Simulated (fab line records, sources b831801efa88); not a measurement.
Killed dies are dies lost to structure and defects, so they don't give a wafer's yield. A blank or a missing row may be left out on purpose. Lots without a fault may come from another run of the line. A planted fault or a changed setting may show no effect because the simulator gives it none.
fab line records | flow gf180mcu
record lots=5 wafers=23
route steps=602 shown V1@347 M2@373 V2@391 M3@413 V3@450 M4@457
start_h: hours from the record's first day to the start of the lot's first wafer shown | wait_h: hours since the lot's step before | " the same as in the row above | L1.1+2: a row that stands for several wafers | - no value, or no start given | * or withheld: withheld | < > ~ a bound
route shown NAME@n: a module of which the file shows steps, and the number in the route of the first | usual: mean/standard deviation of fault-free wafers | same: alike in all rows | chamber/n: place in a boat | sites: the reading at each site | _std_site: their standard deviation | _edge_site: outer sites' mean less inner sites' | radius_mm: how far each site lies from the wafer's centre | mask NAME#n: copy n | behind: the tool/chamber that last shaped the wafer | hold: why the lot was held/for how many hours/how that ended | device: the transistor (n, p or np) that didn't switch | end of line: the same wafers' tests at the end of the route | a step without rows: its recipe alone | killed: dies lost to structure and defects at the first sort, not the wafer's yield | map: a wafer's dies, x killed, . not, _ none there
set.NAME: the setting as run; set.NAME@STEP: as run at that earlier step | model.NAME: the simulator's own value behind a step, which no gauge read
lots whose settings were changed on purpose; a table a step, a row a wafer
## steps
# step GF_V1_PEB_12
# recipe peb_temp_c=135 peb_time_s=90 resist=KrF
# columns lot.wafer tool chamber start_h wait_h set.peb_time_s
L075.1+2+3+4+5 litho_track-02 0 - - 90
L076.2+3+4+5+6 litho_track-04 0 - - 90
L082.1+2+4+5+6 litho_track-04 0 - - 90
L083.1+2+6 litho_track-01 0 - - 81.8
L083.3+4 " 0 " " 90
L084.2+3+5 litho_track-04 0 - - 90
# step GF_V1_DEVELOP_13
# recipe develop_time_s=60 resist=KrF dev_temp_c=21
# step GF_V1_ETCH_16
# recipe chemistry=N2/H2 target_depth_a=withheld overetch_a=withheld time_s=withheld target=BARC ion_energy_ev=200 source_w=500 bias_w=100 pressure_mtorr=30 n2_flow_sccm=100 h2_flow_sccm=200
# step GF_V1_ETCH_17
# recipe chemistry=C4F8/O2/Ar mask_material=KrF target=SiO2 stop_on=TiN source_w=1500 bias_w=1200 pressure_mtorr=40 c4f8_flow_sccm=withheld O2_flow_sccm=6 Ar_flow_sccm=300 time_s=withheld target_depth_a=6300
# step GF_V1_STRIP_18
# recipe chemistry=O2/N2 power_w=1400 pressure_mtorr=1500 platen_temp_c=250 o2_flow_sccm=3000 n2_flow_sccm=300 overash_fraction=0.5
# usual oes_product_au=0.594/0.0053
# columns lot.wafer tool chamber start_h wait_h set.resist_thk_nm@V1_COAT_09 oes_product_au
L075.1 plasma_asher-02 0 410.77 - 1000 0.593
L075.2 " 1 " " 1000 0.591
L075.3 " 1 " " 1000 0.589
L075.4 " 0 " " 947.3 0.565
L075.5 " 1 " " 947.3 0.577
L076.2 plasma_asher-04 0 436.70 - 1000 0.590
L076.3 " 0 " " 949 0.578
L076.4 " 1 " " 949 0.581
L076.5 " 0 " " 1000 0.591
L076.6 " 1 " " 949 0.576
L082.1 plasma_asher-04 1 502.66 - 1049 0.612
L082.2 " 0 " " 1049 0.609
L082.4 " 0 " " 1000 0.593
L082.5 " 0 " " 1000 0.592
L082.6 " 1 " " 1049 0.612
L083.1 plasma_asher-04 0 504.35 - 1058 0.616
L083.2 " 1 " " 1000 0.599
L083.3 " 0 " " 1000 0.594
L083.4 " 1 " " 1058 0.608
L083.6 " 0 " " 1000 0.594
L084.2 plasma_asher-01 0 504.65 - 1000 0.586
L084.3 " 1 " " 1000 0.590
L084.5 " 1 " " 1000 0.596
# step GF_V1_CVD_23
# recipe material=W target_thk_nm=350 time_s=105.05 temp_c=400 pressure_torr=40
# columns lot.wafer tool chamber start_h wait_h set.pressure_torr model.W_of_V1_CVD_23.thk_nm
L075.1 cvd_w-01 0 411.41 0.0 37.8 336
L075.2 " 1 " " 37.8 335.5
L075.3 " 1 " " 37.8 333.1
L075.4 " 0 " " 37.8 336.6
L075.5 " 0 " " 37.8 338.1
L076.2 cvd_w-01 1 437.34 0.0 40 350.9
L076.3 " 0 " " 40 350.8
L076.4 " 1 " " 40 349
L076.5 " 1 " " 40 350.4
L076.6 " 0 " " 40 347.3
L082.1 cvd_w-01 1 503.32 0.0 44.78 372.1
L082.2+6 " 0 " " 44.78 363.5
L082.4 " 0 " " 44.78 368.1
L082.5 " 1 " " 44.78 365
L083.1 cvd_w-02 1 504.99 0.0 43.07 356.8
L083.2 " 0 " " 43.07 366.7
L083.3 " 1 " " 43.07 357.8
L083.4 " 0 " " 43.07 366.6
L083.6 " 0 " " 43.07 362.4
L084.2 cvd_w-02 0 505.28 0.0 40 352.9
L084.3 " 0 " " 40 348.2
L084.5 " 1 " " 40 346.2
# step GF_V1_RS_MEAS_24
# recipe thk_meas_gauge=four-point-probe reads=W_of_V1_CVD_23+TiN_of_V1_SPUTTER_22+Ti_of_V1_SPUTTER_21
# usual V1_W_RS=0.329/0.0031
# columns lot.wafer tool chamber start_h wait_h set.pressure_torr@V1_CVD_23 V1_W_RS[ohm/sq]
L075.1 film_metro-01 - 411.52 0.1 37.8 0.341
L075.2 " - " " 37.8 0.341
L075.3 " - " " 37.8 0.345
L075.4 " - " " 37.8 0.341
L075.5 " - " " 37.8 0.338
L076.2 film_metro-03 - 437.48 0.1 40 0.326
L076.3 " - " " 40 0.327
L076.4 " - " " 40 0.328
L076.5 " - " " 40 0.326
L076.6 " - " " 40 0.330
L082.1 film_metro-03 - 503.43 0.1 44.78 0.306
L082.2 " - " " 44.78 0.315
L082.4 " - " " 44.78 0.311
L082.5 " - " " 44.78 0.313
L082.6 " - " " 44.78 0.314
L083.1 film_metro-01 - 505.10 0.1 43.07 0.321
L083.2 " - " " 43.07 0.313
L083.3 " - " " 43.07 0.320
L083.4 " - " " 43.07 0.312
L083.6 " - " " 43.07 0.316
L084.2 film_metro-04 - 505.42 0.1 40 0.325
L084.3 " - " " 40 0.329
L084.5 " - " " 40 0.331
# step GF_M2_EXPOSE_11
# recipe mask_id=Metal2 target_cd_nm=280 na=0.68 source_shape=conventional sigma_outer=0.6 dose_mj=28
# columns lot.wafer tool chamber start_h wait_h mask set.dose_mj
L075.1+4+5 krf_scanner-01 0 - - Metal2#0 26.82
L075.2+3 " 0 " " Metal2#0 28
L076.2+4+5 krf_scanner-01 0 - - Metal2#0 26.23
L076.3+6 " 0 " " Metal2#0 28
L082.1+2 krf_scanner-02 0 - - Metal2#0 26.82
L082.4+5+6 " 0 " " Metal2#0 28
L083.1+3+6 krf_scanner-01 0 - - Metal2#0 26.26
L083.2+4 " 0 " " Metal2#0 28
L084.2+3+5 krf_scanner-01 0 - - Metal2#0 28
# step GF_M2_PEB_12
# recipe peb_temp_c=135 peb_time_s=90 resist=KrF
# step GF_M2_DEVELOP_13
# recipe develop_time_s=60 dev_temp_c=22.2
# columns lot.wafer tool chamber start_h wait_h set.dose_mj@M2_EXPOSE_11 model.M2.cd_nm
L075.1+4 litho_track-04 0 435.92 0.2 26.82 286.2
L075.2 " 0 " " 28 280.7
L075.3 " 0 " " 28 279.9
L075.5 " 0 " " 26.82 286.9
L076.2 litho_track-01 0 462.84 0.2 26.23 292.2
L076.3 " 0 " " 28 283.2
L076.4 " 0 " " 26.23 291.7
L076.5 " 0 " " 26.23 291.8
L076.6 " 0 " " 28 283
L082.1 litho_track-03 0 527.15 0.2 26.82 285
L082.2 " 0 " " 26.82 284.4
L082.4+6 " 0 " " 28 277.1
L082.5 " 0 " " 28 278.4
L083.1 litho_track-04 0 529.12 0.2 26.26 289.9
L083.2 " 0 " " 28 279.8
L083.3 " 0 " " 26.26 290.4
L083.4 " 0 " " 28 280
L083.6 " 0 " " 26.26 289.7
L084.2 litho_track-03 0 529.68 0.2 28 280.4
L084.3 " 0 " " 28 281
L084.5 " 0 " " 28 280.1
# step GF_M2_CD_MEAS_14
# recipe target_cd_nm=280
# usual cd_nm=280.4/1.5
# columns lot.wafer tool chamber start_h wait_h set.dose_mj@M2_EXPOSE_11 cd_nm
L075.1 cd_sem-01 - 436.07 0.1 26.82 286.2
L075.2 " - " " 28 280.9
L075.3 " - " " 28 280.0
L075.4 " - " " 26.82 286.0
L075.5 " - " " 26.82 286.8
L076.2 cd_sem-01 - 462.99 0.1 26.23 292.3
L076.3 " - " " 28 283.1
L076.4 " - " " 26.23 291.9
L076.5 " - " " 26.23 291.5
L076.6 " - " " 28 283.3
L082.1 cd_sem-01 - 527.30 0.1 26.82 284.8
L082.2 " - " " 26.82 284.3
L082.4 " - " " 28 276.8
L082.5 " - " " 28 278.4
L082.6 " - " " 28 277.4
L083.1 cd_sem-01 - 529.27 0.1 26.26 290.0
L083.2 " - " " 28 279.7
L083.3 " - " " 26.26 290.6
L083.4 " - " " 28 280.1
L083.6 " - " " 26.26 289.6
L084.2 cd_sem-01 - 529.82 0.1 28 280.3
L084.3 " - " " 28 281.0
L084.5 " - " " 28 280.4
# step GF_M2_METAL_ETCH_16
# recipe chemistry=Cl2/BCl3 mask_material=KrF target_depth_nm=627.5 stop_on=SiO2 pressure_mtorr=8 icp_w=800 bias_w=140 Cl2_flow_sccm=80 bcl3_flow_sccm=40 time_s=104.6
# columns lot.wafer tool chamber start_h wait_h set.dose_mj@M2_EXPOSE_11 model.M2.cd_nm
L075.1 rie_metal-04 1 436.22 0.0 26.82 284.4
L075.2 " 0 " " 28 276.4
L075.3 " 0 " " 28 278.1
L075.4 " 1 " " 26.82 285.9
L075.5 " 0 " " 26.82 283.7
L076.2 rie_metal-04 1 463.54 0.0 26.23 292.8
L076.3 " 1 " " 28 283.8
L076.4 " 0 " " 26.23 292.3
L076.5 " 0 " " 26.23 293.6
L076.6 " 1 " " 28 282
L082.1 rie_metal-04 1 527.46 0.0 26.82 281.3
L082.2 " 0 " " 26.82 287.1
L082.4 " 1 " " 28 275.5
L082.5 " 1 " " 28 277.1
L082.6 " 0 " " 28 274.5
L083.1 rie_metal-01 1 529.42 0.0 26.26 289.3
L083.2 " 0 " " 28 270.5
L083.3 " 1 " " 26.26 291
L083.4 " 0 " " 28 273.1
L083.6 " 0 " " 26.26 283.1
L084.2 rie_metal-04 0 529.96 0.0 28 284.2
L084.3 " 0 " " 28 281.5
L084.5 " 0 " " 28 283.1
# step GF_V2_COAT_09
# recipe resist=KrF spin_rpm=withheld resist_thk_nm=1000
# columns lot.wafer tool chamber start_h wait_h set.resist_thk_nm model.KrF_of_V2_COAT_09.thk_nm
L075.1+4 litho_track-01 0 - - 1000 1004
L075.2+5 " 0 " " 1000 1001
L075.3 " 0 " " 1000 998.4
L076.2+4 litho_track-01 0 - - 1057 1056
L076.3 " 0 " " 1000 1001
L076.5 " 0 " " 1000 1000
L076.6 " 0 " " 1057 1058
L082.1 litho_track-01 0 - - 981.5 986.7
L082.2 " 0 " " 1000 1002
L082.4 " 0 " " 1000 1004
L082.5 " 0 " " 1000 1008
L082.6 " 0 " " 981.5 983.5
L083.1 litho_track-02 0 - - 1000 999.6
L083.2 " 0 " " 1000 1000
L083.3 " 0 " " 1000 998.8
L083.4 " 0 " " 1054 1057
L083.6 " 0 " " 1054 1053
L084.2 litho_track-03 0 - - 1000 1000
L084.3 " 0 " " 1000 1001
L084.5 " 0 " " 1000 998.5
# step GF_V2_DEVELOP_13
# recipe develop_time_s=60 resist=KrF dev_temp_c=21
# columns lot.wafer tool chamber start_h wait_h set.dev_temp_c
L075.1+2 litho_track-01 0 461.87 0.2 21
L075.3+4+5 " 0 " " 18.93
L076.2+3+6 litho_track-03 0 488.63 0.2 23.78
L076.4+5 " 0 " " 21
L082.1+4+5 litho_track-01 0 550.97 0.2 21
L082.2+6 " 0 " " 19.92
L083.1+4 litho_track-01 0 552.37 0.2 21
L083.2+3+6 " 0 " " 18.27
L084.2+3+5 litho_track-03 0 553.58 0.2 21
# step GF_V2_ETCH_16
# recipe chemistry=N2/H2 target_depth_a=withheld overetch_a=withheld time_s=withheld target=BARC ion_energy_ev=200 source_w=500 bias_w=100 pressure_mtorr=30 n2_flow_sccm=100 h2_flow_sccm=200
# step GF_V2_ETCH_17
# recipe chemistry=C4F8/O2/Ar mask_material=KrF target=SiO2 stop_on=TiN source_w=1500 bias_w=1200 pressure_mtorr=40 c4f8_flow_sccm=withheld O2_flow_sccm=6 Ar_flow_sccm=300 time_s=withheld target_depth_a=6300
# step GF_V2_STRIP_18
# recipe chemistry=O2/N2 power_w=1400 pressure_mtorr=1500 platen_temp_c=250 o2_flow_sccm=3000 n2_flow_sccm=300 overash_fraction=0.5
# usual oes_product_au=0.593/0.0051
# columns lot.wafer tool chamber start_h wait_h set.resist_thk_nm@V2_COAT_09 oes_product_au
L075.1 plasma_asher-03 1 463.56 - 1000 0.591
L075.2 " 0 " " 1000 0.583
L075.3 " 0 " " 1000 0.589
L075.4 " 1 " " 1000 0.599
L075.5 " 1 " " 1000 0.595
L076.2 plasma_asher-04 1 489.04 - 1057 0.611
L076.3 " 1 " " 1000 0.593
L076.4 " 0 " " 1057 0.618
L076.5 " 1 " " 1000 0.592
L076.6 " 0 " " 1057 0.608
L082.1 plasma_asher-04 0 551.40 - 981.5 0.583
L082.2 " 1 " " 1000 0.594
L082.4 " 1 " " 1000 0.602
L082.5 " 0 " " 1000 0.594
L082.6 " 1 " " 981.5 0.588
L083.1 plasma_asher-03 1 552.80 - 1000 0.581
L083.2 " 0 " " 1000 0.595
L083.3 " 0 " " 1000 0.584
L083.4 " 1 " " 1054 0.617
L083.6 " 1 " " 1054 0.612
L084.2 plasma_asher-04 1 553.99 - 1000 0.596
L084.3 " 1 " " 1000 0.598
L084.5 " 0 " " 1000 0.593
# step GF_V2_SPUTTER_22
# recipe material=TiN target_thk_nm=10 chamber_pressure_pa=5 power_w=4000 time_s=40
# columns lot.wafer tool chamber start_h wait_h set.time_s model.TiN_of_V2_SPUTTER_22.thk_nm
L075.1 pvd_sputter-01 - 464.24 0.0 45.39 11.47
L075.2 " - " " 40 10.21
L075.3 " - " " 45.39 11.61
L075.4 " - " " 40 10.02
L075.5 " - " " 40 10.08
L076.2 pvd_sputter-03 - 489.67 0.0 37.7 9.749
L076.3 " - " " 40 9.921
L076.4 " - " " 37.7 9.328
L076.5 " - " " 40 10.05
L076.6 " - " " 40 10.3
L082.1 pvd_sputter-03 - 552.09 0.0 40 10.22
L082.2 " - " " 36.83 9.074
L082.4 " - " " 40 9.906
L082.5 " - " " 36.83 9.159
L082.6 " - " " 36.83 9.424
L083.1 pvd_sputter-01 - 553.74 0.0 40 10.31
L083.2 " - " " 40 10.11
L083.3 " - " " 35.36 9.134
L083.4 " - " " 35.36 8.864
L083.6 " - " " 40 10.25
L084.2 pvd_sputter-03 - 554.92 0.0 40 10.34
L084.3 " - " " 40 10.02
L084.5 " - " " 40 10.15
# step GF_M3_SPUTTER_04
# recipe material=TiN target_thk_nm=50 power_w=6500 time_s=41.7 chamber_pressure_pa=0.4
# columns lot.wafer tool chamber start_h wait_h set.time_s model.TiN_of_M3_SPUTTER_04.thk_nm
L075.1 pvd_sputter-04 - 465.05 0.0 38.93 46.69
L075.2 " - " " 41.7 49.81
L075.3 " - " " 41.7 49.45
L075.4 " - " " 41.7 50
L075.5 " - " " 38.93 46.38
L076.2 pvd_sputter-02 - 490.48 0.0 39.71 47.65
L076.3 " - " " 41.7 49.63
L076.4 " - " " 41.7 50.83
L076.5 " - " " 41.7 50.62
L076.6 " - " " 39.71 47.01
L082.1 pvd_sputter-04 - 552.90 0.0 43.64 52.63
L082.2 " - " " 43.64 52.7
L082.4 " - " " 41.7 50.51
L082.5 " - " " 41.7 50.31
L082.6 " - " " 41.7 50.18
L083.1 pvd_sputter-02 - 554.57 0.0 41.7 49.55
L083.2 " - " " 41.7 49.31
L083.3 " - " " 41.7 49.38
L083.4 " - " " 41.7 49.67
L083.6 " - " " 41.7 49.56
L084.2 pvd_sputter-04 - 555.73 0.0 41.7 49.93
L084.3 " - " " 41.7 49.39
L084.5 " - " " 41.7 49.73
# step GF_V3_SPUTTER_21
# recipe material=Ti target_thk_nm=15 chamber_pressure_pa=5 power_w=2500 substrate_temp_c=200 time_s=80.02
# columns lot.wafer tool chamber start_h wait_h set.time_s model.Ti_of_V3_SPUTTER_21.thk_nm
L075.1 pvd_sputter-02 - 514.54 0.0 80.02 15.19
L075.2 " - " " 86.92 16.28
L075.3 " - " " 80.02 15.04
L075.4 " - " " 86.92 16.49
L075.5 " - " " 80.02 15.01
L076.2 pvd_sputter-03 - 539.39 0.0 80.02 14.99
L076.3 " - " " 80.02 14.94
L076.4 " - " " 80.02 14.96
L076.5 " - " " 80.02 15
L076.6 " - " " 80.02 15.04
L082.1 pvd_sputter-04 - 598.00 0.0 74.83 13.88
L082.2 " - " " 80.02 14.99
L082.4 " - " " 80.02 15.21
L082.5 " - " " 74.83 13.92
L082.6 " - " " 80.02 14.71
L083.1 pvd_sputter-03 - 598.30 0.0 87.77 16.54
L083.2 " - " " 80.02 15
L083.3 " - " " 87.77 16.5
L083.4 " - " " 80.02 15.19
L083.6 " - " " 87.77 16.81
L084.2 pvd_sputter-04 - 600.85 0.0 80.02 15.06
L084.3 " - " " 80.02 14.93
L084.5 " - " " 80.02 14.96
# step GF_M4_SPUTTER_01
# recipe material=TiN target_thk_nm=30 power_w=6500 time_s=25 chamber_pressure_pa=0.4
# columns lot.wafer tool chamber start_h wait_h set.time_s model.TiN_of_M4_SPUTTER_01.thk_nm
L075.1 pvd_sputter-01 - 515.33 0.1 25 30.08
L075.2 " - " " 25 30.07
L075.3 " - " " 25 29.91
L075.4 " - " " 25 30.05
L075.5 " - " " 25 30.1
L076.2 pvd_sputter-01 - 540.19 0.1 23.83 28.33
L076.3 " - " " 25 29.99
L076.4 " - " " 25 30.04
L076.5 " - " " 23.83 28.42
L076.6 " - " " 25 29.87
L082.1 pvd_sputter-01 - 598.79 0.1 25 30.6
L082.2 " - " " 21.78 26.8
L082.4 " - " " 25 30.7
L082.5 " - " " 25 30.65
L082.6 " - " " 21.78 26.85
L083.1 pvd_sputter-04 - 599.09 0.1 25 29.73
L083.2 " - " " 25 29.78
L083.3 " - " " 25 30.42
L083.4 " - " " 25 29.62
L083.6 " - " " 25 30.25
L084.2 pvd_sputter-03 - 601.64 0.1 25 30
L084.3 " - " " 25 30.36
L084.5 " - " " 25 30.37
# step GF_M4_COAT_09
# recipe resist=KrF spin_rpm=withheld resist_thk_nm=1000
# columns lot.wafer tool chamber start_h wait_h set.resist_thk_nm model.KrF_of_M4_COAT_09.thk_nm
L075.1 litho_track-03 0 526.65 0.1 1000 1000
L075.2 " 0 " " 983.1 983.8
L075.3 " 0 " " 983.1 986.5
L075.4 " 0 " " 1000 997
L075.5 " 0 " " 1000 1001
L076.2 litho_track-04 0 551.64 0.1 1046 1047
L076.3 " 0 " " 1046 1050
L076.4 " 0 " " 1000 1007
L076.5 " 0 " " 1000 1005
L076.6 " 0 " " 1000 1004
L082.1 litho_track-01 0 608.62 0.1 1026 1027
L082.2 " 0 " " 1000 -
L082.4 " 0 " " 1000 1000
L082.5 " 0 " " 1000 998.4
L082.6 " 0 " " 1026 -
L083.1 litho_track-03 0 609.45 0.1 1000 1006
L083.2 " 0 " " 1000 1003
L083.3 " 0 " " 945.1 947.3
L083.4 " 0 " " 1000 1002
L083.6 " 0 " " 945.1 947.9
L084.2 litho_track-01 0 611.14 0.1 1000 995.6
L084.3 " 0 " " 1000 1002
L084.5 " 0 " " 1000 998.1
# step GF_M4_METAL_ETCH_16
# recipe chemistry=Cl2/BCl3 mask_material=KrF target_depth_nm=627.5 stop_on=SiO2 pressure_mtorr=8 icp_w=800 bias_w=140 Cl2_flow_sccm=80 bcl3_flow_sccm=40 time_s=104.6
# columns lot.wafer tool chamber start_h wait_h set.icp_w set.resist_thk_nm@M4_COAT_09 model.KrF_of_M4_COAT_09.thk_nm
L075.1 rie_metal-02 1 538.57 0.0 800 1000 728.4
L075.2 " 0 " " 800 983.1 717.2
L075.3 " 1 " " 800 983.1 715.6
L075.4 " 0 " " 800 1000 730
L075.5 " 0 " " 800 1000 732
L076.2 rie_metal-02 0 562.91 0.1 800 1046 780.1
L076.3 " 0 " " 800 1046 783.4
L076.4 " 0 " " 800 1000 742.2
L076.5 " 0 " " 800 1000 738.3
L076.6 " 0 " " 800 1000 738.6
L082.1 rie_metal-01 1 618.51 0.0 747.7 1026 769.7
L082.2 " 1 " " 800 1000 -
L082.4 " 1 " " 747.7 1000 742.1
L082.5 " 1 " " 800 1000 724.5
L082.6 " 1 " " 747.7 1026 -
L083.1 rie_metal-02 0 619.57 0.0 863.6 1000 720.8
L083.2 " 1 " " 800 1000 735.1
L083.3+6 " 0,1 " " 800 945.1 679.3
L083.4 " 1 " " 863.6 1000 714.8
L084.2 rie_metal-04 1 621.33 0.0 800 1000 728.8
L084.3 " 0 " " 800 1000 736.7
L084.5 " 1 " " 800 1000 732.1
# step GF_M4_STRIP_17
# recipe chemistry=O2/N2 power_w=1400 pressure_mtorr=1500 platen_temp_c=250 o2_flow_sccm=3000 n2_flow_sccm=300 overash_fraction=0.5
# usual strip_time_to_endpoint_s=7.89/0.056
# columns lot.wafer tool chamber start_h wait_h set.resist_thk_nm@M4_COAT_09 strip_time_to_endpoint_s
L075.1 plasma_asher-03 0 538.69 0.1 1000 7.81
L075.2 " 1 " " 983.1 7.71
L075.3 " 1 " " 983.1 7.70
L075.4 " 0 " " 1000 7.81
L075.5 " 0 " " 1000 7.83
L076.2 plasma_asher-04 1 563.10 0.1 1046 8.31
L076.3 " 0 " " 1046 8.34
L076.4 " 1 " " 1000 7.96
L076.5 " 1 " " 1000 7.91
L076.6 " 0 " " 1000 7.91
L082.1 plasma_asher-01 1 618.73 0.2 1026 8.21
L082.2 " 0 " " 1000 7.77
L082.4 " 0 " " 1000 7.95
L082.5 " 1 " " 1000 7.78
L082.6 " 0 " " 1026 8.21
L083.1 plasma_asher-04 1 619.68 0.1 1000 7.75
L083.2 " 0 " " 1000 7.88
L083.3 " 0 " " 945.1 7.34
L083.4 " 1 " " 1000 7.69
L083.6 " 1 " " 945.1 7.34
L084.2 plasma_asher-03 0 621.44 0.1 1000 7.83
L084.3 " 1 " " 1000 7.88
L084.5 " 1 " " 1000 7.86
## key
split step=GF_V1_PEB_12 setting=peb_time_s stated=90 by=wafer
response none clear
split step=GF_V1_CVD_23 setting=pressure_torr stated=40 by=lot
response step=GF_V1_CVD_23 reading=model.W_of_V1_CVD_23.thk_nm change=+1.73 per=1% r=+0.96
response step=GF_V1_RS_MEAS_24 reading=V1_W_RS change=-0.00164 per=1% r=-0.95
split step=GF_M2_EXPOSE_11 setting=dose_mj stated=28 by=wafer
response step=GF_M2_DEVELOP_13 reading=model.M2.cd_nm change=-1.53 per=1% r=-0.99
response step=GF_M2_CD_MEAS_14 reading=cd_nm change=-1.51 per=1% r=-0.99
response step=GF_M2_METAL_ETCH_16 reading=model.M2.cd_nm change=-2.01 per=1% r=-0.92
split step=GF_V2_COAT_09 setting=resist_thk_nm stated=1000 by=wafer
response step=GF_V2_COAT_09 reading=model.KrF_of_V2_COAT_09.thk_nm change=+10.1 per=1% r=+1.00
response step=GF_V2_STRIP_18 reading=oes_product_au change=+0.00434 per=1% r=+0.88
split step=GF_V2_DEVELOP_13 setting=dev_temp_c stated=21 by=wafer
response none clear
split step=GF_V2_SPUTTER_22 setting=time_s stated=40 by=wafer
response step=GF_V2_SPUTTER_22 reading=model.TiN_of_V2_SPUTTER_22.thk_nm change=+0.105 per=1% r=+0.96
split step=GF_M3_SPUTTER_04 setting=time_s stated=41.7 by=wafer
response step=GF_M3_SPUTTER_04 reading=model.TiN_of_M3_SPUTTER_04.thk_nm change=+0.527 per=1% r=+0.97
split step=GF_V3_SPUTTER_21 setting=time_s stated=80.02 by=wafer
response step=GF_V3_SPUTTER_21 reading=model.Ti_of_V3_SPUTTER_21.thk_nm change=+0.157 per=1% r=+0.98
split step=GF_M4_SPUTTER_01 setting=time_s stated=25 by=wafer
response step=GF_M4_SPUTTER_01 reading=model.TiN_of_M4_SPUTTER_01.thk_nm change=+0.302 per=1% r=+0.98
split step=GF_M4_COAT_09 setting=resist_thk_nm stated=1000 by=wafer
response step=GF_M4_COAT_09 reading=model.KrF_of_M4_COAT_09.thk_nm change=+9.83 per=1% r=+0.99
response step=GF_M4_METAL_ETCH_16 reading=model.KrF_of_M4_COAT_09.thk_nm change=+8.84 per=1% r=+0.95
response step=GF_M4_STRIP_17 reading=strip_time_to_endpoint_s change=* per=1% r=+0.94
split step=GF_M4_METAL_ETCH_16 setting=icp_w stated=800 by=wafer
response none clear
split outside_this_file step=GF_V1_COAT_09 setting=resist_thk_nm
# split outside_this_file: this setting was split too, and the file shows its column; the key of that split is in another file
